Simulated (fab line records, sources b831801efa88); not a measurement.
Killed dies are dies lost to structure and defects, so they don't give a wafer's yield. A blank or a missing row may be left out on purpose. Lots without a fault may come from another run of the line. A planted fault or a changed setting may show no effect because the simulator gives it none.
A struck lot beside a sound one | flow gf180mcu | 14 steps out of a route of 602
Sound: wafers L687.1, L687.5, L687.6. Struck: wafers L683.2, L683.5, L683.6. The cause comes at the end.
At each step with rows: each side's tool, then ch and its chambers, then its first start. Under that, the readings that differ: sound wafers | struck wafers | difference of the means | sigmas: that difference in standard deviations of wafers without a fault.
alike: readings whose means differ by less than 2 such deviations, and words and numbers that are the same on both sides. not compared: withheld readings, readings that some wafer has no value for, bounds like >300 that may hide the same value, and numbers for which the record gives no deviation and whose values overlap.
The two part at a step that has a row with sigmas, a row that says differs or no value, or rows on one side only. Numbers that don't overlap but have no deviation are shown without sigmas and don't part them. A reading that every wafer of one side lacks parts them only if that side has two wafers or more.

GF_V3_THK_MEAS_01:
  sound on film_metro-02, day 28 05:02; struck on film_metro-04, day 26 20:25
  alike: V3_CVD_00_THK
GF_V3_CVD_02: deposits SiO2 from TEOS, target thk 850 nm, time 94.851 s.
  sound on pecvd-04 ch 1,2, day 28 05:06; struck on pecvd-02 ch 0,1,2, day 26 20:28
  alike: heater_power_w
GF_V3_THK_MEAS_03:
  sound on film_metro-04, day 28 05:10; struck on film_metro-02, day 26 20:33
  alike: V3_CVD_02_THK
GF_V3_CMP_04: polishes SiO2.
  sound on cmp-02 ch 1,2, day 28 05:14; struck on cmp-02 ch 0,3, day 26 20:36
  alike: motor_current_A, time_to_endpoint_s
GF_V3_BOW_MEAS_05:
  sound on film_metro-01, day 28 05:32; struck on film_metro-04, day 26 20:55
  alike: V3_BOW
then, 7 steps without rows for these wafers: GF_V3_DEHYDRATE_06 (time 60 s); GF_V3_HMDS_07 (prime time 60 s); GF_V3_COAT_08; GF_V3_COAT_09 (resist thk 1000 nm); GF_V3_SOFTBAKE_10 (time 60 s); GF_V3_EXPOSE_11 (exposes mask Via3, target cd 260 nm); GF_V3_PEB_12 (peb time 90 s).
GF_V3_DEVELOP_13: develop time 60 s.
  sound on litho_track-04 ch 0, day 29 00:27; struck on litho_track-04, day 27 16:59
  no value came back on the struck wafers for chill_plate_temp_C (C), develop_time_s (s); on the sound wafers chill_plate_temp_C (C) reads 22.99 22.94 23.09
  reading                             | sound             | struck            | difference | sigmas
  model.KrF_of_V3_COAT_09.thk_nm (nm) | 984.3 980.5 988.8 | 995.1 998.5 996.3 | +12.1      |
GF_V3_CD_MEAS_14: target cd 260 nm.
  sound on cd_sem-02, day 29 00:36; struck on cd_sem-02, day 27 17:07
  reading    | sound             | struck | difference                    | sigmas
  cd_nm (nm) | 258.0 257.6 258.3 | - - -  | no value on the struck wafers |

WHERE THEY PART
First at GF_V3_DEVELOP_13; last, within this record, at GF_V3_CD_MEAS_14.

WHY: what the simulator had put in
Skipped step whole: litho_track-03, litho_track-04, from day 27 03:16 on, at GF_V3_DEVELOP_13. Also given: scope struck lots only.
